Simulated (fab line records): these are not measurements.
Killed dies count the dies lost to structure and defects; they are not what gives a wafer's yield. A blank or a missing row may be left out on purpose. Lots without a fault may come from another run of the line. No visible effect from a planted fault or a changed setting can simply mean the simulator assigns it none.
A struck lot beside a sound one -- flow sky130 -- 14 steps out of a route of 708
Sound: wafers L889.1, L889.5, L889.6. Wafers L902.1, L902.5, L902.6 were the ones struck. The cause comes at the end.
Each step with rows lists, per side, the tool, then ch with its chambers, then its first start. Under that, the readings that differ: sound wafers -- struck wafers -- difference of the means -- sigmas: that difference in standard deviations of wafers without a fault.
alike: same words and numbers on both sides, and readings whose means sit less than 2 such deviations apart. not compared: any withheld reading, any reading some wafer has no value for, any bound like >300 that may hide the same value, and any number with overlapping values for which the record gives no deviation.
Wherever a step has rows on one side only, a row that says differs or no value, or a row with sigmas, the two part there. Numbers that have no deviation but don't overlap get no sigmas and don't part them. Lack of a reading on every wafer of one side parts them only where that side has two or more wafers.

first, 2 steps without rows for these wafers: SKY_VIA4_PEB_09; SKY_VIA4_DEVELOP_10 (develop time 60 s).
SKY_VIA4_OVL_MEAS_11:
  sound on overlay-01, day 43 01:08; struck on overlay-01, day 46 11:34
  alike: VIA4_OVL
SKY_VIA4_ETCH_12: etches SiO2 in C4F8/O2/Ar, stops on TiN, target depth 580 nm.
  sound on rieDiel-01 ch 1,3, day 43 01:10; struck on rieDiel-02 ch 0,2,3, day 46 11:35
  alike: oesProductAu
SKY_VIA4_STRIP_13: strips in O2/N2.
  sound on plasmaAsher-03 ch 0,1, day 43 01:20; struck on plasmaAsher-03 ch 0,1, day 46 11:40
  alike: drypumpMotorCurrentA, oesProductAu, stripTimeToEndpointS
  not compared: rfHoursCounterH
then, 3 steps without rows for these wafers: SKY_VIA4_STRIP_14 (strips in post etch residue remover, time 1200 s); SKY_VIA4_CLEAN_15 (cleans in IPA, time 180 s); SKY_VIA4_CLEAN_16 (cleans in O3/DIW).
SKY_VIA4_SPUTTER_17: material TiN, target thk 20 nm, time 80 s.
  sound on pvdSputter-04, day 43 01:55; struck on pvdSputter-04, day 46 12:17
  alike: chamberPressurePa, throttleValvePct
SKY_VIA4_CVD_18: deposits W, target thk 505 nm, time 152.14 s.
  sound on cvdW-01 ch 0,1, day 43 01:59; struck on cvdW-02 ch 0,1, day 46 12:21
  alike: heaterPowerW
SKY_VIA4_RS_MEAS_19: measurement is done with a four-point probe.
  sound on filmMetro-03, day 43 02:08; struck on filmMetro-04, day 46 12:30
  alike: VIA4_W_RS
SKY_VIA4_THK_MEAS_20: measures by xrf.
  sound on filmMetro-03, day 43 02:15; struck on filmMetro-04, day 46 12:37
  alike: VIA4_W_THK
SKY_VIA4_CMP_21: polishes, stops on SiO2, t overpolish 25 s, target thk 0 nm.
  sound on cmp-02 ch 0,1, day 43 02:31; struck on cmp-01 ch 0,1,2, day 46 12:59
reading,sound,struck,difference,sigmas
overpolishRunS (s),24.997 24.984 24.994,0.046 0.042 0.040,-24.949,-99 or more
timeToEndpointS (s),121 117 121,190 188 189,+69,+18
  alike: motorCurrentA, platenRpm
-- the record jumps here: 3 days lie between the struck wafers' starts before and after (it left off in module VIA4 and takes up again in module PAD_OPEN, whose first step shown is number 708 of the route) --
SKY_PAD_OPEN_PROBE_99:
  record: rows for the struck wafers here (prober-02, day 49 01:35), none for the sound ones

WHERE THEY PART
First at SKY_VIA4_CMP_21; last, within this record, at SKY_PAD_OPEN_PROBE_99.

WHY: what had been put in by the simulator
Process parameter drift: cmp-01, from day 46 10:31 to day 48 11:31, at SKY_VIA4_CMP_21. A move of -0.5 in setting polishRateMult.
